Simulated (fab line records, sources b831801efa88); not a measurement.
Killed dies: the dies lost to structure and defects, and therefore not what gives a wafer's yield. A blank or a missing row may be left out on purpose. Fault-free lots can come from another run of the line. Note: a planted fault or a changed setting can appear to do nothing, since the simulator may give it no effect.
Which tool did it? | flow sky130 | 13 lots with 39 wafers sampled at 5 steps, on a route of 708 steps

## WHAT THE GAUGES READ, wafer by wafer
SKY_NWELL_OVL_MEAS_23. Usual: NWELL_01_OVL gives 0.9 nm (standard deviation 1.3).
lot  | measured     | on         | NWELL_01_OVL (nm) | flag
L824 | day 5 08:32  | overlay-02 | 0.2 1.9 0.5       | 
L825 | day 5 13:57  | overlay-01 | 0.7 1.5 2.7       | 
L827 | day 5 22:05  | overlay-01 | 1.5 2.8 1.9       | 
L831 | day 7 01:32  | overlay-02 | -1.0 -1.4 1.0     | 
L834 | day 7 17:43  | overlay-01 | 0.0 -1.2 -1.3     | 
L838 | day 9 08:45  | overlay-02 | 2.7 2.7 2.0       | 
L837 | day 9 09:23  | overlay-01 | 1.8 1.0 1.1       | 
L839 | day 9 12:47  | overlay-01 | 0.4 0.0 1.5       | 
L843 | day 10 08:08 | overlay-02 | 1.2 1.7 1.1       | 
L844 | day 10 09:23 | overlay-02 | -0.6 0.1 -1.2     | 
L845 | day 10 14:21 | overlay-02 | 0.8 2.1 2.6       | 
L846 | day 10 21:38 | overlay-01 | 0.2 1.4 0.9       | 
L847 | day 11 05:29 | overlay-01 | -0.9 -1.0 -1.4    | 

SKY_VT_ADJUST_HVTP_OVL_MEAS_08. Usual: VT_ADJUST_HVTP_OVL gives 0.9 nm (standard deviation 1.3).
lot  | measured     | on         | VT_ADJUST_HVTP_OVL (nm) | flag
L824 | day 6 02:31  | overlay-02 | -0.2 0.0 0.0            | 
L825 | day 6 07:19  | overlay-01 | 0.0 -0.5 -1.1           | 
L827 | day 6 16:46  | overlay-01 | 4.6 3.6 3.5             | 
L831 | day 7 22:40  | overlay-02 | -0.6 1.5 0.5            | 
L834 | day 8 14:48  | overlay-02 | 0.8 1.6 2.3             | 
L838 | day 10 07:21 | overlay-02 | 1.6 0.7 1.7             | 
L837 | day 10 07:50 | overlay-02 | 2.6 1.3 3.1             | 
L839 | day 10 11:25 | overlay-01 | -1.5 -0.3 -1.2          | 
L843 | day 11 08:27 | overlay-01 | 3.6 1.6 4.0             | 
L844 | day 11 09:50 | overlay-02 | 1.2 0.4 2.2             | 
L845 | day 11 14:57 | overlay-02 | 0.6 -0.1 1.9            | 
L846 | day 11 22:13 | overlay-02 | 1.9 2.1 1.4             | 
L847 | day 12 05:58 | overlay-01 | 1.9 2.5 -0.1            | 

SKY_VT_ADJUST_LVTN_TW_MEAS_10. Usual: VT_ADJUST_LVTN_TW gives 242.1 (standard deviation 2).
lot  | measured     | on           | VT_ADJUST_LVTN_TW | flag
L824 | day 6 21:49  | filmMetro-03 | 243.2 241.5 241.9 | 
L825 | day 7 02:10  | filmMetro-04 | 244.1 245.5 243.7 | 
L827 | day 7 12:44  | filmMetro-03 | 238.8 239.3 240.2 | 
L831 | day 8 19:46  | filmMetro-02 | 210.5 211.7 210.8 | OFF
L834 | day 9 12:44  | filmMetro-04 | 214.8 215.7 215.6 | OFF
L838 | day 11 06:55 | filmMetro-02 | 242.1 242.4 240.9 | 
L837 | day 11 07:27 | filmMetro-02 | 240.0 241.0 241.2 | 
L839 | day 11 10:59 | filmMetro-04 | 245.7 245.9 246.7 | 
L843 | day 12 08:47 | filmMetro-03 | 240.3 240.8 241.1 | 
L844 | day 12 10:50 | filmMetro-04 | 244.2 245.9 244.9 | 
L845 | day 12 15:26 | filmMetro-02 | 243.7 242.4 241.5 | 
L846 | day 12 23:34 | filmMetro-03 | 240.1 239.4 239.0 | 
L847 | day 13 06:15 | filmMetro-04 | 245.5 243.6 244.4 | 

## TOOL THAT RAN EACH LOT (tool first, then ch and the chambers of the sampled wafers, then the start)
lot  | SKY_NWELL_STRIP_14                  | SKY_VT_ADJUST_LVTN_IMPLANT_08
L824 | plasmaAsher-02 ch 0,1, day 4 15:32  | implanter-03 ch 0, day 6 21:34
L825 | plasmaAsher-02 ch 0,1, day 4 21:05  | implanter-01 ch 0, day 7 01:56
L827 | plasmaAsher-04 ch 0,1, day 5 05:11  | implanter-03 ch 0, day 7 12:29
L831 | plasmaAsher-02 ch 0,1, day 6 06:47  | implanter-01 ch 0, day 8 19:32
L834 | plasmaAsher-02 ch 0,1, day 6 22:01  | implanter-01 ch 0, day 9 12:32
L838 | plasmaAsher-03 ch 0,1, day 8 10:17  | implanter-03 ch 0, day 11 06:41
L837 | plasmaAsher-02 ch 0,1, day 8 11:28  | implanter-04 ch 0, day 11 07:14
L839 | plasmaAsher-03 ch 0,1, day 8 15:23  | implanter-04 ch 0, day 11 10:44
L843 | plasmaAsher-03 ch 0,1, day 9 09:56  | implanter-04 ch 0, day 12 08:32
L844 | plasmaAsher-04 ch 0,1, day 9 11:10  | implanter-03 ch 0, day 12 10:38
L845 | plasmaAsher-04 ch 0,1, day 9 15:29  | implanter-01 ch 0, day 12 15:13
L846 | plasmaAsher-04 ch 1, day 9 22:43    | implanter-01 ch 0, day 12 23:19
L847 | plasmaAsher-02 ch 0,1, day 10 07:01 | implanter-01 ch 0, day 13 06:02
- SKY_NWELL_STRIP_14: strips in O2/N2.
- SKY_VT_ADJUST_LVTN_IMPLANT_08

## WHAT THE TOOLS THEMSELVES READ (means of the sampled wafers that have a number; where no wafer has one, the mark that the record gives instead)
SKY_NWELL_STRIP_14. Usual: drypumpMotorCurrentA 5.5 A, standard deviation 0.32; oesProductAu 0.722 a.u., standard deviation 0.0044; stripTimeToEndpointS 36.95 s, standard deviation 0.13.
lot  | tool           | drypumpMotorCurrentA (A) | oesProductAu (a.u.) | stripTimeToEndpointS (s) | flag
L824 | plasmaAsher-02 | 5.5                      | 0.722               | 36.69                    | 
L825 | plasmaAsher-02 | 5.6                      | 0.724               | 36.83                    | 
L827 | plasmaAsher-04 | 5.1                      | 0.723               | 37.03                    | 
L831 | plasmaAsher-02 | 5.6                      | 0.726               | 36.93                    | 
L834 | plasmaAsher-02 | 5.6                      | 0.719               | 36.99                    | 
L838 | plasmaAsher-03 | 5.9                      | 0.721               | 36.94                    | 
L837 | plasmaAsher-02 | 5.6                      | 0.722               | 36.97                    | 
L839 | plasmaAsher-03 | 5.9                      | 0.724               | 36.91                    | 
L843 | plasmaAsher-03 | 6.0                      | 0.721               | 36.95                    | 
L844 | plasmaAsher-04 | 5.1                      | 0.720               | 37.13                    | 
L845 | plasmaAsher-04 | 5.1                      | 0.723               | 37.00                    | 
L846 | plasmaAsher-04 | 5.0                      | 0.721               | 36.83                    | 
L847 | plasmaAsher-02 | 5.6                      | 0.723               | 37.06                    | 

SKY_VT_ADJUST_LVTN_IMPLANT_08. Usual: doseIonsCm2 1.5701e+12, standard deviation 1.6e+09; faradayCurrentUA 8.86, standard deviation 0.16.
lot  | tool         | doseIonsCm2 | faradayCurrentUA | flag
L824 | implanter-03 | 1.5694e+12  | 8.81             | 
L825 | implanter-01 | 1.5701e+12  | 8.87             | 
L827 | implanter-03 | 1.5695e+12  | 8.76             | 
L831 | implanter-01 | 9.9637e+11  | 5.64             | OFF
L834 | implanter-01 | 9.9467e+11  | 5.62             | OFF
L838 | implanter-03 | 1.5708e+12  | 8.88             | 
L837 | implanter-04 | 1.5703e+12  | 8.84             | 
L839 | implanter-04 | 1.5684e+12  | 8.75             | 
L843 | implanter-04 | 1.5678e+12  | 8.82             | 
L844 | implanter-03 | 1.5693e+12  | 8.70             | 
L845 | implanter-01 | 1.5698e+12  | 8.69             | 
L846 | implanter-01 | 1.5689e+12  | 8.76             | 
L847 | implanter-01 | 1.5707e+12  | 8.88             | 

## THE ANSWER, worked out from the rows above alone
Rule: a lot counts as off when the mean over its wafers that have a number is more than 3 standard deviations away from the usual mean. A lot without any number at a reading at which 4 lots or more have one is off too. The other lots that the step has rows for count as sound. First the gauges in route order, then the tools' own readings, where a lot's mean is used as printed above. At the first step where some lot is off, the reading lying furthest off is the one used; lots without a number count as furthest.
Off: at SKY_VT_ADJUST_LVTN_TW_MEAS_10 (VT_ADJUST_LVTN_TW), L831, L834.
A tool fits if, at a process step before that reading, it ran every lot that is off, and no sound lot after the first of them. The gauges at SKY_VT_ADJUST_LVTN_TW_MEAS_10 aren't tried: what is off there is off at SKY_VT_ADJUST_LVTN_IMPLANT_08 too, on other tools, and a gauge's error can't cause that. No candidate that was tried fits.

## WHAT WAS PUT IN BY THE SIMULATOR
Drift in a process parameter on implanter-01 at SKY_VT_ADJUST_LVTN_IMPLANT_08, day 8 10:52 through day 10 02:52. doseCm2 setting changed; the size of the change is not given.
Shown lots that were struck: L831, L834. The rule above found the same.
